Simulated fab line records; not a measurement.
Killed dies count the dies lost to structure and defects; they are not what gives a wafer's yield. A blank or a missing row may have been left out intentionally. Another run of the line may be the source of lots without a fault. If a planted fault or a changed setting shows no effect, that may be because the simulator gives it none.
2 desks looking at one fault / flow gf180mcu / every desk sees just its own numbers, and what lay behind them comes last

== FOR THE TOOL OWNER'S DESK: pvd-sputter-04 ==
The tool's own readings at GF_M1_SPUTTER_02 (material AlCu, target thk 450 nm, time 23.9 s): means of the sampled wafers that have a number, for each lot that ran on this tool. Any lot whose mean is over 4 standard deviations away from the usual mean is out of limits and marked OUT; that distance is given in the brackets.
Columns: A = cathode-dc-power-W at GF_M1_SPUTTER_02, usual 10600 W; B = throttle-valve-pct at GF_M1_SPUTTER_02, usual 29.6 %
lot=L908; first seen here=day 17 05:41; A=10601; B=29.8
lot=L911; first seen here=day 18 12:29; A=10600; B=29.3
lot=L913; first seen here=day 19 20:58; A=10600; B=29.6
lot=L919; first seen here=day 21 04:07; A=10939 (+99 or more) OUT; B=29.6
lot=L922; first seen here=day 21 22:35; A=10941 (+99 or more) OUT; B=29.2
This desk's finding: out of limits on L919, L922; first on L919, day 21 04:07 (cathode-dc-power-W at GF_M1_SPUTTER_02). In limits: L908, L911, L913.

== FROM THE METROLOGY DESK ==
Lot by lot, what the gauges showed, no matter which tool ran the lot: averages of those sampled wafers that carry a number. Any lot whose mean is over 4 standard deviations away from the usual mean is out of limits and marked OUT; that distance is given in the brackets.
Columns: A = CONTACT_BOW at GF_CONTACT_BOW_MEAS_05, usual 65 um
lot=L908; first seen here=day 16 05:58; A=63
lot=L911; first seen here=day 17 11:10; A=65
lot=L914; first seen here=day 18 18:51; A=64
lot=L912; first seen here=day 18 19:10; A=63
lot=L913; first seen here=day 18 19:28; A=68
lot=L915; first seen here=day 19 14:43; A=66
lot=L916; first seen here=day 19 17:58; A=63
lot=L919; first seen here=day 20 02:54; A=70
lot=L918; first seen here=day 20 04:37; A=66
lot=L922; first seen here=day 20 21:55; A=60
lot=L925; first seen here=day 21 20:50; A=65
lot=L927; first seen here=day 22 14:03; A=64
lot=L928; first seen here=day 22 23:29; A=65
This desk's finding: nothing out of limits on any of the 13 lots.

== ALL TOGETHER ==
The tool owner's desk had the chance to raise an alarm at day 21 04:07 on L919, L922.
At the metrology desk, nothing out of limits was observed.
The metrology desk has L919, L922 on record, within its limits.
GF_M1_SPUTTER_02 was run on pvd-sputter-04 by each of the lots named.

== WHAT THE SIMULATOR HAD PUT IN ==
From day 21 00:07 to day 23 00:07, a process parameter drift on pvd-sputter-04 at GF_M1_SPUTTER_02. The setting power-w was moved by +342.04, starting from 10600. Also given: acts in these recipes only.
Lots struck among those shown: L919, L922.
How many hours passed from the start of the fault until each desk's first out-of-limits reading: the tool owner's desk, 4.
